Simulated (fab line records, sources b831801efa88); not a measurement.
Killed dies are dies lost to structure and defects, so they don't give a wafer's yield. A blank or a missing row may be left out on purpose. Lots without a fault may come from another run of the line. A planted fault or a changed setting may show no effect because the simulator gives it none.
fab line records | flow sky130
record lots=5 wafers=15 last_day=49
route steps=708 shown VIA2@522 METAL3@532 CAPM@537
lots that met no fault: from a run of the same line without faults
start_h: hours from the record's first day to the start of the lot's first wafer shown | wait_h: hours since the lot's step before | " the same as in the row above | L1.1+2: a row that stands for several wafers | - no value, or no start given | * or withheld: withheld | < > ~ a bound
route shown NAME@n: a module of which the file shows steps, and the number in the route of the first | usual: mean/standard deviation of fault-free wafers | same: alike in all rows | chamber/n: place in a boat | sites: the reading at each site | _std_site: their standard deviation | _edge_site: outer sites' mean less inner sites' | radius_mm: how far each site lies from the wafer's centre | mask NAME#n: copy n | behind: the tool/chamber that last shaped the wafer | hold: why the lot was held/for how many hours/how that ended | device: the transistor (n, p or np) that didn't switch | end of line: the same wafers' tests at the end of the route | a step without rows: its recipe alone | killed: dies lost to structure and defects at the first sort, not the wafer's yield | map: a wafer's dies, x killed, . not, _ none there
set.NAME: the setting as run; set.NAME@STEP: as run at that earlier step | model.NAME: the simulator's own value behind a step, which no gauge read
lots at some steps of the route; a table a step, a row a wafer
services: from which hour (start_h, from the record's first day; less than 0 if before it) a tool's chamber was out of use, for how many hours, and why
## steps
# step SKY_VIA2_ETCH_15
# recipe target=SiO2 chemistry=C4F8/O2/Ar target_depth_nm=546 stop_on=TiN mask_material=KrF-thick source_w=1500 bias_w=1200 pressure_mtorr=40 c4f8_flow_sccm=withheld O2_flow_sccm=6 Ar_flow_sccm=300 time_s=84
# usual bias_w=1200/3.6 oes_product_au=0.940/0.0043
# columns lot.wafer tool chamber start_h wait_h bias_w oes_product_au rf_hours_counter_h
L082.1 rie_diel-03 1 919.27 0.0 1202 0.938 17
L082.4 " 0 " " 1196 0.931 6
L082.5 " 2 " " 1206 0.934 -
L084.2 rie_diel-04 1 927.77 0.0 1195 0.940 11
L084.3 " 0 " " 1199 0.939 22
L084.5 " 1 " " 1200 0.947 -
L085.2 rie_diel-02 1 936.15 0.0 1204 0.936 19
L085.4 " 3 " " 1204 0.942 15
L085.5 " 2 " " 1194 0.940 -
L086.1 rie_diel-03 1 943.37 0.0 1195 0.942 17
L086.3 " 3 " " 1204 0.935 17
L086.4 " 0 " " 1198 0.934 6
L090.1 rie_diel-02 0 971.77 0.0 1199 0.950 16
L090.2 " 3 " " 1204 0.953 16
L090.4 " 1 " " 1197 0.943 20
# step SKY_VIA2_STRIP_16
# recipe chemistry=O2/N2 power_w=1400 pressure_mtorr=1500 platen_temp_c=withheld o2_flow_sccm=3000 n2_flow_sccm=300 overash_fraction=0.5
# usual drypump_motor_current_A=5.5/0.48 n2_flow_sccm=299.9/0.91 o2_flow_sccm=3000/9.1 oes_product_au=0.399/0.0043 strip_time_to_endpoint_s=4.042/0.026
# columns lot.wafer tool chamber start_h wait_h drypump_motor_current_A n2_flow_sccm o2_flow_sccm oes_product_au rf_hours_counter_h strip_time_to_endpoint_s
L082.1 plasma_asher-01 1 919.33 0.0 6.5 300.5 3015 0.394 77 4.059
L082.4 " 1 " " 6.5 299.5 3007 0.407 - 4.063
L082.5 " 0 " " 5.3 298.0 2983 0.399 - 4.031
L084.2 plasma_asher-03 1 927.83 0.0 5.1 299.9 2999 0.400 49 4.089
L084.3 " 0 " " 5.6 300.6 2983 0.393 - 4.045
L084.5 " 1 " " 5.1 299.4 2990 0.399 - 4.066
L085.2 plasma_asher-04 0 936.22 0.0 5.1 298.6 2999 0.404 108 4.043
L085.4 " 0 " " 5.0 298.7 3005 0.406 - 4.036
L085.5 " 1 " " 5.7 299.7 3006 0.386 - 4.046
L086.1 plasma_asher-03 1 943.43 0.0 5.2 300.2 3007 0.396 51 4.009
L086.3 " 1 " " 5.1 298.5 3004 0.400 - 4.034
L086.4 " 0 " " 5.6 301.2 2991 0.392 - 4.008
L090.1 plasma_asher-01 0 971.83 0.0 5.3 300.4 2991 0.398 82 4.008
L090.2 " 1 " " 6.5 299.2 2990 0.397 82 4.070
L090.4 " 0 " " 5.3 299.2 3003 0.389 - 4.075
# step SKY_VIA2_STRIP_17
# recipe chemistry=post_etch_residue_remover time_s=1200 temp_c=72.5
# columns lot.wafer tool chamber start_h wait_h
L082.1+4+5 wet_bench-03 3 919.43 0.1
L084.2+3+5 wet_bench-01 2 927.93 0.1
L085.2+4+5 wet_bench-04 1 936.32 0.1
L086.1+3+4 wet_bench-03 2 943.53 0.1
L090.1+2+4 wet_bench-01 2 971.93 0.1
# step SKY_VIA2_CLEAN_18
# recipe chemistry=IPA time_s=180 temp_c=25
# columns lot.wafer tool chamber start_h wait_h
L082.1+4+5 wet_bench-03 1 919.80 0.0
L084.2+3+5 wet_bench-04 0 928.27 0.0
L085.2+4+5 wet_bench-01 2 936.66 0.0
L086.1+3+4 wet_bench-01 1 943.87 0.0
L090.1+2+4 wet_bench-03 3 972.31 0.0
# step SKY_VIA2_CLEAN_19
# recipe chemistry=O3/DIW dry=n2_spin
# columns lot.wafer tool chamber start_h wait_h
L082.1+4+5 wet_bench-04 1 919.87 0.0
L084.2+3+5 wet_bench-03 0 928.33 0.0
L085.2+4+5 wet_bench-03 2 936.72 0.0
L086.1+3+4 wet_bench-04 2 943.93 0.0
L090.1+2+4 wet_bench-01 2 972.36 0.0
# step SKY_VIA2_SPUTTER_20
# recipe material=TiN target_thk_nm=20 chamber_pressure_pa=5 power_w=4000 time_s=80
# usual throttle_valve_pct=29.9/0.88
# columns lot.wafer tool chamber start_h wait_h throttle_valve_pct
L082.1 pvd_sputter-02 - 919.96 0.0 29.3
L082.4 " - " " 28.7
L082.5 " - " " 29.0
L084.2 pvd_sputter-04 - 928.42 0.0 29.4
L084.3 " - " " 31.6
L084.5 " - " " 29.9
L085.2 pvd_sputter-04 - 936.81 0.0 29.5
L085.4 " - " " 29.2
L085.5 " - " " 30.5
L086.1 pvd_sputter-03 - 944.02 0.0 29.3
L086.3 " - " " 29.2
L086.4 " - " " 30.1
L090.1 pvd_sputter-02 - 972.46 0.0 29.0
L090.2 " - " " 29.2
L090.4 " - " " 31.1
# step SKY_VIA2_CVD_21
# recipe material=W target_thk_nm=420 time_s=126.4 temp_c=400 pressure_torr=40
# usual heater_power_w=887/55
# columns lot.wafer tool chamber start_h wait_h heater_power_w since_wet_clean_h
L082.1 cvd_w-01 0 920.02 0.0 822 2
L082.4 " 0 " " 837 -
L082.5 " 1 " " 853 -
L084.2 cvd_w-02 0 928.48 0.0 897 524
L084.3 " 0 " " 885 -
L084.5 " 1 " " 980 -
L085.2 cvd_w-02 0 936.87 0.0 898 533
L085.4 " 0 " " 885 -
L085.5 " 1 " " 971 -
L086.1 cvd_w-02 0 944.09 0.0 919 540
L086.3 " 0 " " 884 -
L086.4 " 1 " " 966 -
L090.1 cvd_w-01 0 972.52 0.0 843 55
L090.2 " 1 " " 851 55
L090.4 " 0 " " 803 -
# step SKY_VIA2_RS_MEAS_22
# recipe thk_meas_gauge=four-point-probe reads=W_of_VIA2_CVD_21+TiN_of_VIA2_SPUTTER_20
# usual VIA2_W_RS=0.2727/0.0027
# columns lot.wafer tool chamber start_h wait_h VIA2_W_RS[ohm/sq]
L082.1 film_metro-03 - 920.15 0.1 0.2734
L082.4 " - " " 0.2713
L082.5 " - " " 0.2745
L084.2 film_metro-04 - 928.63 0.1 0.2711
L084.3 " - " " 0.2720
L084.5 " - " " 0.2721
L085.2 film_metro-03 - 937.02 0.1 0.2680
L085.4 " - " " 0.2700
L085.5 " - " " 0.2696
L086.1 film_metro-03 - 944.22 0.1 0.2695
L086.3 " - " " 0.2693
L086.4 " - " " 0.2730
L090.1 film_metro-03 - 972.66 0.1 0.2693
L090.2 " - " " 0.2699
L090.4 " - " " 0.2713
# step SKY_VIA2_THK_MEAS_23
# recipe thk_meas_gauge=xrf reads=W_of_VIA2_CVD_21
# usual VIA2_W_THK=449/6.2
# columns lot.wafer tool chamber start_h wait_h VIA2_W_THK[nm]
L082.1 film_metro-03 - 920.27 0.1 447
L082.4 " - " " 448
L082.5 " - " " 442
L084.2 film_metro-04 - 928.74 0.1 457
L084.3 " - " " 452
L084.5 " - " " 450
L085.2 film_metro-03 - 937.13 0.1 457
L085.4 " - " " 454
L085.5 " - " " 451
L086.1 film_metro-03 - 944.34 0.1 452
L086.3 " - " " 454
L086.4 " - " " 450
L090.1 film_metro-03 - 972.78 0.1 449
L090.2 " - " " 451
L090.4 " - " " 445
# step SKY_VIA2_CMP_24
# recipe stop_on=SiO2 t_overpolish_s=20 down_force_psi=3.5 platen_rpm=60 target_thk_nm=0 pad_velocity_m_s=0.94248
# usual motor_current_A=11.1/0.91 overpolish_run_s=20.000/0.0084 time_to_endpoint_s=103/3.7
# columns lot.wafer tool chamber start_h wait_h motor_current_A overpolish_run_s time_to_endpoint_s
L082.1 cmp-02 1 920.33 0.1 11.1 20.006 99
L082.4 " 2 " " 10.9 19.996 102
L082.5 " 1 " " 11.6 20.014 93
L084.3 cmp-02 3 928.88 0.1 10.8 20.003 104
L084.2 " 1 " " 11.3 19.999 98
L084.5 " 3 " " 11.4 19.994 105
L085.4 cmp-02 0 937.18 0.0 9.2 20.004 107
L085.2 " 1 " " 11.4 20.014 102
L085.5 " 1 " " 11.6 19.994 97
L086.4 cmp-02 2 944.52 0.1 10.6 19.999 105
L086.1 " 0 " " 8.8 20.009 106
L086.3 " 1 " " 11.5 20.004 102
L090.2 cmp-02 0 972.84 0.0 9.0 20.016 98
L090.4 " 1 " " 11.0 20.010 97
L090.1 " 2 " " 10.6 20.008 99
# step SKY_METAL3_SPUTTER_00
# recipe material=Ti target_thk_nm=15 power_w=3000 time_s=10 chamber_pressure_pa=0.4188
# usual throttle_valve_pct=30.0/1
# columns lot.wafer tool chamber start_h wait_h throttle_valve_pct
L082.1 pvd_sputter-01 - 920.63 0.2 30.0
L082.4 " - " " 29.3
L082.5 " - " " 31.0
L084.2 pvd_sputter-04 - 929.13 0.1 30.4
L084.3 " - " " 29.4
L084.5 " - " " 31.4
L085.2 pvd_sputter-02 - 937.48 0.2 31.1
L085.4 " - " " 29.3
L085.5 " - " " 29.0
L086.1 pvd_sputter-02 - 944.82 0.1 29.1
L086.3 " - " " 31.1
L086.4 " - " " 29.1
L090.1 pvd_sputter-04 - 973.14 0.1 29.2
L090.2 " - " " 30.5
L090.4 " - " " 31.7
# step SKY_METAL3_SPUTTER_01
# recipe material=TiN target_thk_nm=20 power_w=6500 time_s=16.7 chamber_pressure_pa=0.4
# usual throttle_valve_pct=30.0/1
# columns lot.wafer tool chamber start_h wait_h throttle_valve_pct
L082.1 pvd_sputter-01 - 920.65 0.0 30.2
L082.4 " - " " 29.5
L082.5 " - " " 31.2
L084.2 pvd_sputter-04 - 929.15 0.0 30.6
L084.3 " - " " 29.0
L084.5 " - " " 31.6
L085.2 pvd_sputter-02 - 937.50 0.0 31.2
L085.4 " - " " 29.1
L085.5 " - " " 29.2
L086.1 pvd_sputter-02 - 944.84 0.0 29.0
L086.3 " - " " 31.0
L086.4 " - " " 29.4
L090.1 pvd_sputter-04 - 973.16 0.0 29.2
L090.2 " - " " 30.7
L090.4 " - " " 31.2
# step SKY_METAL3_SPUTTER_02
# recipe material=AlCu target_thk_nm=735 power_w=10600 time_s=39.1 chamber_pressure_pa=0.4
# usual throttle_valve_pct=30.0/1
# columns lot.wafer tool chamber start_h wait_h throttle_valve_pct
L082.1 pvd_sputter-01 - 920.68 0.0 29.7
L082.4 " - " " 29.1
L082.5 " - " " 30.8
L084.2 pvd_sputter-04 - 929.18 0.0 30.6
L084.3 " - " " 29.0
L084.5 " - " " 31.3
L085.2 pvd_sputter-02 - 937.53 0.0 31.3
L085.4 " - " " 29.2
L085.5 " - " " 29.4
L086.1 pvd_sputter-02 - 944.87 0.0 29.2
L086.3 " - " " 31.0
L086.4 " - " " 29.3
L090.1 pvd_sputter-04 - 973.18 0.0 29.0
L090.2 " - " " 30.7
L090.4 " - " " 31.8
# step SKY_METAL3_SPUTTER_03
# recipe material=Ti target_thk_nm=5 power_w=3000 time_s=3.3 chamber_pressure_pa=0.4
# usual throttle_valve_pct=30.0/0.99
# columns lot.wafer tool chamber start_h wait_h throttle_valve_pct
L082.1 pvd_sputter-01 - 920.71 0.0 29.7
L082.4 " - " " 29.1
L082.5 " - " " 30.7
L084.2 pvd_sputter-04 - 929.22 0.0 30.6
L084.3 " - " " 29.1
L084.5 " - " " 31.5
L085.2 pvd_sputter-02 - 937.57 0.0 30.9
L085.4 " - " " 29.4
L085.5 " - " " 29.2
L086.1 pvd_sputter-02 - 944.90 0.0 29.2
L086.3 " - " " 31.0
L086.4 " - " " 29.2
L090.1 pvd_sputter-04 - 973.22 0.0 29.2
L090.2 " - " " 30.6
L090.4 " - " " 31.5
# step SKY_METAL3_SPUTTER_04
# recipe material=TiN target_thk_nm=70 power_w=6500 time_s=58.3 chamber_pressure_pa=0.4
# usual throttle_valve_pct=30.0/1
# columns lot.wafer tool chamber start_h wait_h throttle_valve_pct
L082.1 pvd_sputter-01 - 920.73 0.0 30.0
L082.4 " - " " 29.6
L082.5 " - " " 30.9
L084.2 pvd_sputter-04 - 929.23 0.0 30.7
L084.3 " - " " 29.4
L084.5 " - " " 31.5
L085.2 pvd_sputter-02 - 937.58 0.0 30.9
L085.4 " - " " 29.3
L085.5 " - " " 29.2
L086.1 pvd_sputter-02 - 944.92 0.0 29.4
L086.3 " - " " 31.0
L086.4 " - " " 29.2
L090.1 pvd_sputter-04 - 973.24 0.0 29.1
L090.2 " - " " 30.7
L090.4 " - " " 31.6
# step SKY_CAPM_CVD_00
# recipe material=SiO2 target_thk_nm=15.5 temp_c=400 time_s=withheld rf_w=450
# usual heater_power_w=673/66
# columns lot.wafer tool chamber start_h wait_h heater_power_w
L082.1 pecvd-01 1 920.78 0.0 637
L082.4 " 1 " " 634
L082.5 " 2 " " 563
L084.2 pecvd-01 0 929.28 0.0 606
L084.3 " 2 " " 591
L084.5 " 0 " " 596
L085.2 pecvd-03 2 937.63 0.0 675
L085.4 " 2 " " 683
L085.5 " 1 " " 676
L086.1 pecvd-01 0 944.97 0.0 657
L086.3 " 1 " " 695
L086.4 " 1 " " 708
L090.1 pecvd-01 1 973.29 0.0 732
L090.2 " 2 " " 588
L090.4 " 0 " " 597
# step SKY_CAPM_THK_MEAS_01
# recipe reads=SiO2_of_CAPM_CVD_00
# usual CAPM_CVD_00_THK=15.50/0.24
# columns lot.wafer tool chamber start_h wait_h CAPM_CVD_00_THK[nm]
L082.1 film_metro-01 - 920.80 - 15.14
L082.4 " - " " 15.46
L082.5 " - " " 15.50
L084.2 film_metro-03 - 929.33 - 15.59
L084.3 " - " " 15.57
L084.5 " - " " 15.57
L085.2 film_metro-02 - 937.68 - 15.19
L085.4 " - " " 15.48
L085.5 " - " " 15.50
L086.1 film_metro-01 - 944.99 - 15.28
L086.3 " - " " 15.07
L086.4 " - " " 15.58
L090.1 film_metro-03 - 973.31 - 15.09
L090.2 " - " " 15.30
L090.4 " - " " 15.38
# step SKY_CAPM_SPUTTER_02
# recipe material=TiN target_thk_nm=200 temp_c=300 power_w=6500 time_s=166.7 chamber_pressure_pa=0.4
# usual throttle_valve_pct=29.7/0.85
# columns lot.wafer tool chamber start_h wait_h throttle_valve_pct
L082.1 pvd_sputter-03 - 920.86 0.1 30.2
L082.4 " - " " 29.4
L082.5 " - " " 28.6
L084.2 pvd_sputter-04 - 929.38 0.0 30.4
L084.3 " - " " 29.9
L084.5 " - " " 30.7
L085.2 pvd_sputter-03 - 937.73 0.0 29.5
L085.4 " - " " 28.3
L085.5 " - " " 30.0
L086.1 pvd_sputter-04 - 945.05 0.1 30.3
L086.3 " - " " 29.3
L086.4 " - " " 30.0
L090.1 pvd_sputter-01 - 973.37 0.1 32.1
L090.2 " - " " 31.0
L090.4 " - " " 29.4
# step SKY_CAPM_RS_MEAS_03
# recipe thk_meas_gauge=four-point-probe reads=TiN_of_CAPM_SPUTTER_02
# usual CAPM_TIN_RS=6.91/0.086
# columns lot.wafer tool chamber start_h wait_h CAPM_TIN_RS[ohm/sq]
L082.1 film_metro-02 - 920.97 0.1 6.95
L082.4 " - " " 6.96
L082.5 " - " " 6.86
L084.2 film_metro-03 - 929.51 0.1 6.84
L084.3 " - " " 7.06
L084.5 " - " " 6.86
L085.2 film_metro-02 - 937.86 0.1 6.96
L085.4 " - " " 6.78
L085.5 " - " " 6.87
L086.1 film_metro-03 - 945.16 0.1 7.01
L086.3 " - " " 6.97
L086.4 " - " " 7.04
L090.1 film_metro-02 - 973.48 0.1 6.85
L090.2 " - " " 6.90
L090.4 " - " " 6.88
# step SKY_CAPM_THK_MEAS_04
# recipe thk_meas_gauge=xrf reads=TiN_of_CAPM_SPUTTER_02
# usual CAPM_TIN_THK=195.6/2.4
# columns lot.wafer tool chamber start_h wait_h CAPM_TIN_THK[nm]
L082.1 film_metro-02 - 921.09 0.1 194.3
L082.4 " - " " 193.7
L082.5 " - " " 196.2
L084.2 film_metro-03 - 929.62 0.1 196.9
L084.3 " - " " 191.4
L084.5 " - " " 196.9
L085.2 film_metro-02 - 937.97 0.1 192.5
L085.4 " - " " 198.7
L085.5 " - " " 195.4
L086.1 film_metro-03 - 945.28 0.1 192.1
L086.3 " - " " 193.3
L086.4 " - " " 191.7
L090.1 film_metro-02 - 973.60 0.1 198.9
L090.2 " - " " 197.4
L090.4 " - " " 198.4
# step SKY_CAPM_DEHYDRATE_05
# recipe temp_c=200 time_s=60
# usual heater_power_total_W=160.37/0.13
# columns lot.wafer tool chamber start_h wait_h heater_power_total_W
L082.1 litho_track-03 0 932.01 10.9 160.59
L082.4 " 0 " " 160.33
L082.5 " 0 " " 160.40
L084.2 litho_track-03 0 942.28 12.7 160.24
L084.3 " 0 " " 160.26
L084.5 " 0 " " 160.41
L085.2 litho_track-02 0 950.99 13.0 160.51
L085.4 " 0 " " 160.42
L085.5 " 0 " " 160.18
L086.1 litho_track-02 0 956.82 11.5 160.53
L086.3 " 0 " " 160.32
L086.4 " 0 " " 160.35
L090.1 litho_track-02 0 984.07 10.5 160.50
L090.2 " 0 " " 160.50
L090.4 " 0 " " 160.49
# step SKY_CAPM_HMDS_06
# recipe prime_time_s=60 prime_temp_c=120
# usual prime_temp_c=120.00/0.13
# columns lot.wafer tool chamber start_h wait_h prime_temp_c
L082.1 litho_track-03 0 932.16 0.1 120.03
L082.4 " 0 " " 119.89
L082.5 " 0 " " 119.97
L084.2 litho_track-03 0 942.43 0.1 120.03
L084.3 " 0 " " 119.81
L084.5 " 0 " " 119.90
L085.2 litho_track-02 0 951.14 0.1 119.78
L085.4 " 0 " " 119.77
L085.5 " 0 " " 119.83
L086.1 litho_track-02 0 956.97 0.1 120.12
L086.3 " 0 " " 120.14
L086.4 " 0 " " 119.86
L090.1 litho_track-02 0 984.22 0.1 120.42
L090.2 " 0 " " 120.05
L090.4 " 0 " " 120.26
# step SKY_CAPM_COAT_07
# recipe resist=NOVOLAK spin_rpm=3000 resist_thk_nm=1140
# columns lot.wafer tool chamber start_h wait_h
L082.1+4+5 litho_track-03 0 932.31 0.1
L084.2+3+5 litho_track-03 0 942.58 0.1
L085.2+4+5 litho_track-02 0 951.29 0.1
L086.1+3+4 litho_track-02 0 957.12 0.1
L090.1+2+4 litho_track-02 0 984.37 0.1
# step SKY_CAPM_SOFTBAKE_08
# recipe temp_c=90 time_s=60 resist=NOVOLAK
# usual heater_power_total_W=56.59/0.041
# columns lot.wafer tool chamber start_h wait_h heater_power_total_W
L082.1 litho_track-03 0 932.46 0.1 56.65
L082.4 " 0 " " 56.56
L082.5 " 0 " " 56.62
L084.2 litho_track-03 0 942.73 0.1 56.58
L084.3 " 0 " " 56.57
L084.5 " 0 " " 56.56
L085.2 litho_track-02 0 951.44 0.1 56.61
L085.4 " 0 " " 56.58
L085.5 " 0 " " 56.57
L086.1 litho_track-02 0 957.27 0.1 56.64
L086.3 " 0 " " 56.61
L086.4 " 0 " " 56.59
L090.1 litho_track-02 0 984.52 0.1 56.62
L090.2 " 0 " " 56.64
L090.4 " 0 " " 56.64
# step SKY_CAPM_EXPOSE_09
# recipe mask_id=CAPM na=0.6 source_shape=conventional sigma_outer=0.6 polarization=unpolarized target_cd_nm=1000 dose_mj=159
# usual stage_vel_mm_s=500.00/0.2
# columns lot.wafer tool chamber start_h wait_h mask stage_vel_mm_s
L082.1 iline_stepper-02 0 - - CAPM#0 499.66
L082.4 " 0 " " CAPM#0 499.88
L082.5 " 0 " " CAPM#0 499.82
L084.2 iline_stepper-01 0 - - CAPM#0 500.14
L084.3 " 0 " " CAPM#0 500.22
L084.5 " 0 " " CAPM#0 500.12
L085.2 iline_stepper-01 0 - - CAPM#0 500.01
L085.4 " 0 " " CAPM#0 500.20
L085.5 " 0 " " CAPM#0 500.26
L086.1 iline_stepper-02 0 - - CAPM#0 499.78
L086.3 " 0 " " CAPM#0 500.30
L086.4 " 0 " " CAPM#0 499.82
L090.1 iline_stepper-01 0 - - CAPM#0 500.13
L090.2 " 0 " " CAPM#0 500.18
L090.4 " 0 " " CAPM#0 500.16
# step SKY_CAPM_PEB_10
# recipe temp_c=withheld time_s=* resist=NOVOLAK
# columns lot.wafer tool chamber start_h wait_h
L082.1+4+5 litho_track-04 0 - -
L084.2+3+5 litho_track-02 0 - -
L085.2+4+5 litho_track-02 0 - -
L086.1+3+4 litho_track-04 0 - -
L090.1+2+4 litho_track-03 0 - -
# step SKY_CAPM_DEVELOP_11
# recipe resist=NOVOLAK developer=TMAH develop_time_s=60 dev_temp_c=23
# columns lot.wafer tool chamber start_h wait_h
L082.1+4+5 litho_track-04 0 945.52 0.1
L084.2+3+5 litho_track-02 0 955.34 0.1
L085.2+4+5 litho_track-02 0 963.29 0.1
L086.1+3+4 litho_track-04 0 969.92 0.1
L090.1+2+4 litho_track-03 0 997.26 0.1
# step SKY_CAPM_OVL_MEAS_12
# usual CAPM_OVL=0.0/1.3
# columns lot.wafer tool chamber start_h wait_h CAPM_OVL[nm]
L082.1 overlay-02 - 945.67 0.1 -2.2
L082.4 " - " " -2.7
L082.5 " - " " -0.9
L084.2 overlay-02 - 955.47 0.1 0.1
L084.3 " - " " -0.3
L084.5 " - " " 1.0
L085.2 overlay-01 - 963.42 0.1 0.5
L085.4 " - " " -1.3
L085.5 " - " " -0.7
L086.1 overlay-02 - 970.07 0.1 -0.3
L086.3 " - " " 0.0
L086.4 " - " " -0.3
L090.1 overlay-02 - 997.41 0.1 1.2
L090.2 " - " " 2.1
L090.4 " - " " 1.8
# step SKY_CAPM_METAL_ETCH_13
# recipe target_depth_nm=220 stop_on=SiO2 chemistry=Cl2/BCl3 target=TiN pressure_mtorr=10 icp_w=900 bias_w=48.5 Cl2_flow_sccm=60 bcl3_flow_sccm=30 time_s=62.9
# usual bias_w=48.50/0.15 drypump_motor_current_A=5.6/0.48 oes_product_au=0.942/0.0077 throttle_valve_pct=21.903/0.01
# columns lot.wafer tool chamber start_h wait_h bias_w drypump_motor_current_A oes_product_au rf_hours_counter_h throttle_valve_pct
L082.1 rie_metal-02 1 945.70 0.0 48.70 5.3 0.940 5 21.918
L082.4 " 1 " " 48.63 5.3 0.930 - 21.908
L082.5 " 1 " " 48.43 5.3 0.947 - 21.899
L084.2 rie_metal-02 1 955.50 0.0 48.67 5.3 0.949 6 21.902
L084.3 " 1 " " 48.60 5.2 0.929 - 21.911
L084.5 " 1 " " 48.61 5.3 0.948 - 21.911
L085.2 rie_metal-03 0 963.45 0.0 48.58 5.2 0.937 15 21.909
L085.4 " 0 " " 48.47 5.1 0.952 - 21.890
L085.5 " 1 " " 48.49 6.0 0.947 - 21.911
L086.1 rie_metal-02 1 970.10 0.0 48.51 5.3 0.932 7 21.917
L086.3 " 0 " " 48.80 6.4 0.937 - 21.918
L086.4 " 1 " " 48.48 5.3 0.930 - 21.915
L090.1 rie_metal-01 1 997.44 0.0 48.60 5.2 0.943 17 21.899
L090.2 " 0 " " 48.74 5.4 0.948 13 21.899
L090.4 " 0 " " 48.57 5.4 0.936 - 21.894
# step SKY_CAPM_STRIP_14
# recipe chemistry=O2/N2 power_w=1400 pressure_mtorr=1500 platen_temp_c=withheld o2_flow_sccm=3000 n2_flow_sccm=300 overash_fraction=0.5
# usual drypump_motor_current_A=5.5/0.33 n2_flow_sccm=300.1/0.91 o2_flow_sccm=3000/8 oes_product_au=0.710/0.005 strip_time_to_endpoint_s=12.66/0.041
# columns lot.wafer tool chamber start_h wait_h drypump_motor_current_A n2_flow_sccm o2_flow_sccm oes_product_au rf_hours_counter_h strip_time_to_endpoint_s
L082.1 plasma_asher-03 0 945.78 0.1 5.6 299.9 2995 0.713 51 12.64
L082.4 " 1 " " 5.2 298.8 3007 0.709 - 12.63
L082.5 " 0 " " 5.6 300.3 2991 0.713 - 12.66
L084.2 plasma_asher-03 1 955.58 0.1 5.1 301.2 2990 0.716 53 12.59
L084.3 " 0 " " 5.6 299.6 2997 0.707 - 12.62
L084.5 " 0 " " 5.6 299.3 3007 0.716 - 12.61
L085.2 plasma_asher-02 0 963.53 0.1 5.4 300.4 3009 0.707 21 12.62
L085.4 " 1 " " 6.0 300.2 2988 0.714 - 12.67
L085.5 " 1 " " 6.0 300.7 2996 0.706 - 12.62
L086.1 plasma_asher-04 0 970.18 0.1 5.0 299.8 2983 0.717 112 12.65
L086.3 " 1 " " 5.6 300.8 2989 0.719 - 12.70
L086.4 " 0 " " 5.0 301.0 2992 0.702 - 12.65
L090.1 plasma_asher-04 0 997.52 0.1 5.0 301.0 2986 0.714 115 12.68
L090.2 " 1 " " 5.7 299.5 3005 0.706 115 12.64
L090.4 " 1 " " 5.7 300.3 3012 0.700 - 12.65
# step SKY_CAPM_STRIP_15
# recipe chemistry=post_etch_residue_remover time_s=1200 temp_c=72.5
# columns lot.wafer tool chamber start_h wait_h
L082.1+4+5 wet_bench-01 0 945.88 0.1
L084.2+3+5 wet_bench-04 3 955.68 0.1
L085.2+4+5 wet_bench-02 3 963.63 0.1
L086.1+3+4 wet_bench-04 3 970.28 0.1
L090.1+2+4 wet_bench-04 0 997.62 0.1
# step SKY_CAPM_CLEAN_16
# recipe chemistry=IPA time_s=180 temp_c=25
# columns lot.wafer tool chamber start_h wait_h
L082.1+4+5 wet_bench-04 0 946.22 0.0
L084.2+3+5 wet_bench-02 0 956.02 0.0
L085.2+4+5 wet_bench-01 2 963.97 0.0
L086.1+3+4 wet_bench-02 2 970.65 0.0
L090.1+2+4 wet_bench-01 0 997.96 0.0
# step SKY_CAPM_CLEAN_17
# recipe chemistry=O3/DIW dry=n2_spin
# columns lot.wafer tool chamber start_h wait_h
L082.1+4+5 wet_bench-02 0 946.28 0.0
L084.2+3+5 wet_bench-01 1 956.09 0.0
L085.2+4+5 wet_bench-04 1 964.03 0.0
L086.1+3+4 wet_bench-01 2 970.71 0.0
L090.1+2+4 wet_bench-01 3 998.02 0.0
# step SKY_METAL3_DEHYDRATE_05
# recipe temp_c=200 time_s=60
# usual heater_power_total_W=160.36/0.12
# columns lot.wafer tool chamber start_h wait_h heater_power_total_W
L082.1 litho_track-04 0 958.17 11.8 160.36
L082.4 " 0 " " 160.58
L082.5 " 0 " " 160.44
L084.2 litho_track-02 0 968.14 12.0 160.55
L084.3 " 0 " " 160.49
L084.5 " 0 " " 160.56
L085.2 litho_track-04 0 975.94 11.8 160.55
L085.4 " 0 " " 160.44
L085.5 " 0 " " 160.19
L086.1 litho_track-02 0 981.47 10.7 160.23
L086.3 " 0 " " 160.31
L086.4 " 0 " " 160.28
L090.1 litho_track-04 0 1007.77 9.7 160.38
L090.2 " 0 " " 160.34
L090.4 " 0 " " 160.36
# step SKY_METAL3_HMDS_06
# recipe prime_time_s=60 prime_temp_c=120
# usual prime_temp_c=119.99/0.11
# columns lot.wafer tool chamber start_h wait_h prime_temp_c
L082.1 litho_track-04 0 958.32 0.1 120.03
L082.4 " 0 " " 120.09
L082.5 " 0 " " 119.90
L084.2 litho_track-02 0 968.29 0.1 119.89
L084.3 " 0 " " 119.75
L084.5 " 0 " " 119.97
L085.2 litho_track-04 0 976.09 0.1 119.85
L085.4 " 0 " " 119.92
L085.5 " 0 " " 119.80
L086.1 litho_track-02 0 981.62 0.1 119.99
L086.3 " 0 " " 120.16
L086.4 " 0 " " 120.02
L090.1 litho_track-04 0 1007.92 0.1 120.12
L090.2 " 0 " " 119.96
L090.4 " 0 " " 120.09
# step SKY_METAL3_COAT_07
# recipe resist=BARC temp_c=withheld time_s=withheld spin_rpm=3000 resist_thk_nm=60
# columns lot.wafer tool chamber start_h wait_h
L082.1+4+5 litho_track-04 0 958.47 0.1
L084.2+3+5 litho_track-02 0 968.44 0.1
L085.2+4+5 litho_track-04 0 976.24 0.1
L086.1+3+4 litho_track-02 0 981.77 0.1
L090.1+2+4 litho_track-04 0 1008.07 0.1
# step SKY_METAL3_COAT_08
# recipe resist=KrF-thick spin_rpm=3000 resist_thk_nm=1140
# columns lot.wafer tool chamber start_h wait_h
L082.1+4+5 litho_track-04 0 - -
L084.2+3+5 litho_track-02 0 - -
L085.2+4+5 litho_track-04 0 - -
L086.1+3+4 litho_track-02 0 - -
L090.1+2+4 litho_track-04 0 - -
## services
# columns tool chamber start_h hours kind
plasma_asher-02 - 900.88 0.5 repair
cvd_w-01 - 904.00 14.0 pm
plasma_asher-03 - 905.22 14.6 pm
pvd_sputter-02 - 908.89 0.5 repair
pvd_sputter-04 - 911.27 3.2 repair
wet_bench-02 - 913.90 1.1 repair
pecvd-03 1 913.94 4.0 repair
rie_diel-02 - 915.39 0.5 repair
iline_stepper-02 - 915.61 1.7 pm
cmp-02 - 920.80 0.6 repair
iline_stepper-01 - 925.17 7.5 repair
plasma_asher-01 - 927.34 2.8 pm
rie_diel-02 3 939.45 8.9 repair
plasma_asher-01 - 943.35 0.6 repair
cmp-02 - 943.39 1.1 repair
plasma_asher-02 - 946.99 15.2 repair
pvd_sputter-02 - 947.51 4.0 repair
cmp-02 - 966.38 3.9 repair
pvd_sputter-03 - 967.76 2.9 repair
iline_stepper-02 - 976.02 8.7 repair
pvd_sputter-01 - 981.76 1.7 repair
cmp-02 - 985.58 12.6 repair
cvd_w-02 1 986.77 12.8 repair
rie_diel-03 1 1001.77 13.3 repair
## key
fault none
